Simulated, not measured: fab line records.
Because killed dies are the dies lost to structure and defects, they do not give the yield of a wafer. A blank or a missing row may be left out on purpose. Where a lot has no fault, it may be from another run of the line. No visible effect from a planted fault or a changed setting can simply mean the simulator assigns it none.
Which tool was responsible? ; flow sky130 ; 12 lots with 36 wafers sampled at 3 steps, on a route of 708 steps

== WHAT EACH GAUGE READ, for each wafer ==
SKY_VIA2_BOW_MEAS_03.
lot;measured;on;VIA2_BOW (um)
L175;day 35 09:37;film_metro-04;83 89 98
L177;day 35 23:42;film_metro-04;85 90 90
L178;day 36 11:01;film_metro-04;87 90 90
L180;day 36 20:40;film_metro-01;83 91 85
L182;day 37 14:05;film_metro-02;82 86 91
L189;day 39 17:50;film_metro-01;98 81 89
L191;day 40 06:55;film_metro-01;76 80 74
L192;day 40 17:06;film_metro-04;78 84 83
L194;day 41 02:16;film_metro-04;74 108 83
L196;day 41 16:21;film_metro-04;99 89 92
L197;day 41 21:17;film_metro-01;85 83 99
L198;day 42 11:43;film_metro-02;105 99 89

SKY_VIA2_OVL_MEAS_13.
lot;measured;on;VIA2_OVL (nm)
L175;day 36 12:00;overlay-02;-4 4 0
L177;day 37 01:56;overlay-02;4 2 3
L178;day 37 13:09;overlay-02;9 9 3
L180;day 37 22:58;overlay-02;1 -2 -4
L182;day 38 15:35;overlay-02;2 -3 0
L189;day 40 18:07;overlay-02;14 12 9
L191;day 41 07:23;overlay-01;6 1 4
L192;day 41 17:16;overlay-01;-2 5 2
L194;day 42 02:59;overlay-01;7 6 -5
L196;day 42 16:48;overlay-01;-2 0 -9
L197;day 42 20:55;overlay-01;9 4 10
L198;day 43 11:46;overlay-02;4 4 1

SKY_VIA2_RS_MEAS_22: uses a four-point probe to measure.
lot;measured;on;VIA2_W_RS (ohm/sq)
L175;day 36 13:01;film_metro-04;0.264 0.273 0.266
L177;day 37 02:52;film_metro-01;0.272 0.274 0.275
L178;day 37 14:04;film_metro-01;0.278 0.275 0.274
L180;day 37 23:54;film_metro-01;0.276 0.275 0.268
L182;day 38 16:31;film_metro-02;0.270 0.269 0.272
L189;day 40 19:07;film_metro-01;0.267 0.269 0.269
L191;day 41 08:22;film_metro-02;0.271 0.267 0.268
L192;day 41 18:14;film_metro-02;0.270 0.273 0.269
L194;day 42 03:56;film_metro-02;0.270 0.264 0.271
L196;day 42 17:46;film_metro-01;0.274 0.266 0.275
L197;day 42 22:23;film_metro-01;0.268 0.271 0.271
L198;day 43 12:42;film_metro-04;0.273 0.269 0.277

== WHICH TOOL RAN EACH LOT (tool, then ch and the chambers of the sampled wafers, then the start) ==
No process step before these readings appears in the record.

== AS READ BY THE TOOLS THEMSELVES (means over the sampled wafers that have a number; for cases with no such wafer, the mark the record gives instead) ==
The record holds no such reading with a usual standard deviation.

== THE ANSWER, worked out from the rows above alone ==
Rule: what is usual is taken from the lots themselves. Put in order of their means at a reading, lots are off if they are a third of the lots or fewer, leave a main group of 4 or more, and stand apart from it by a gap of 3 or more times the standard deviation of the main group's means; of several such gaps the widest counts. If all means in a main group match to the digits the tables above print for the reading, that group is not used. A lot without any number at a reading at which 4 lots or more have one is off too. The other lots that the step has rows for count as sound. After the gauges, taken in route order, come the tools' own readings; for these a lot's mean is taken, as printed above. The first step at which some lot is off is used, and at that step the reading that is off furthest; a lot without a number counts as furthest.
No lot is off at any reading shown: from this, nothing can be told.

== WHAT HAD BEEN PUT IN BY THE SIMULATOR ==
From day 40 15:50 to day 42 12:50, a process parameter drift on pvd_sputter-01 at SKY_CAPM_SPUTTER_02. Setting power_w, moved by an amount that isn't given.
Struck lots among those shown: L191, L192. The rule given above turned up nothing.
